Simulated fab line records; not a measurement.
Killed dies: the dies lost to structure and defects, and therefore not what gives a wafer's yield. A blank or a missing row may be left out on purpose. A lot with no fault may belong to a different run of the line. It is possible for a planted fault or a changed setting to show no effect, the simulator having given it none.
The tool behind it: which one? + flow gf180mcu + 18 wafers from 6 lots sampled at 3 of the route's 602 steps

WHAT THE GAUGES SHOWED, per wafer
GF_V2_THK_MEAS_25: measures by xrf.
| lot  | measured     | on            | V2_W_THK (nm)           |
|------|--------------|---------------|-------------------------|
| L840 | day 21 08:28 | film metro-02 | 345 350 345             |
| L844 | day 22 23:38 | film metro-02 | 327 350 354 326 350 353 |
| L855 | day 26 04:28 | film metro-02 | 343 345 340             |
| L857 | day 26 18:58 | film metro-03 | 336 337 342             |
| L859 | day 27 10:51 | film metro-01 | 337 342 342             |
| L861 | day 27 20:39 | film metro-01 | 349 349 347             |

TOOL THAT RAN EACH LOT (tool first, then ch and the chambers of the sampled wafers, then the start)
| lot  | GF_V1_CVD_23                  | GF_V2_CVD_23                  |
|------|-------------------------------|-------------------------------|
| L840 | cvd w-02 ch 0,1, day 19 04:30 | cvd w-02 ch 0,1, day 21 08:15 |
| L844 | cvd w-01 ch 0,1, day 20 14:49 | cvd w-01 ch 0,1, day 22 17:34 |
| L855 | cvd w-02 ch 0,1, day 24 06:04 | cvd w-02 ch 1, day 26 04:14   |
| L857 | cvd w-02 ch 0,1, day 24 21:47 | cvd w-02 ch 0,1, day 26 18:43 |
| L859 | cvd w-01 ch 0,1, day 25 13:52 | cvd w-02 ch 0,1, day 27 10:37 |
| L861 | cvd w-02 ch 0,1, day 26 00:06 | cvd w-01 ch 0,1, day 27 20:25 |
- GF_V1_CVD_23: deposits W, target thk 350 nm, time 105.05 s.
- GF_V2_CVD_23: deposits W, target thk 350 nm, time 104.94 s.

THE ANSWER, worked out from the rows above alone
Rule: usual is defined by the lots themselves. The widest of any qualifying gaps counts: lots, ordered by their means at a reading, are off when they make up no more than a third of the lots, leave a main group of 4 or more, and stand apart from it by 3 or more times the standard deviation of that group's means. A main group is skipped when, at the precision printed for the reading in the tables above, its means are all equal. Also off: a lot with no number at a reading for which 4 or more lots have one. Any other lot the step has rows for is counted as sound.
No lot is off at any reading shown: from this, nothing can be told.

WHAT HAD BEEN PUT IN BY THE SIMULATOR
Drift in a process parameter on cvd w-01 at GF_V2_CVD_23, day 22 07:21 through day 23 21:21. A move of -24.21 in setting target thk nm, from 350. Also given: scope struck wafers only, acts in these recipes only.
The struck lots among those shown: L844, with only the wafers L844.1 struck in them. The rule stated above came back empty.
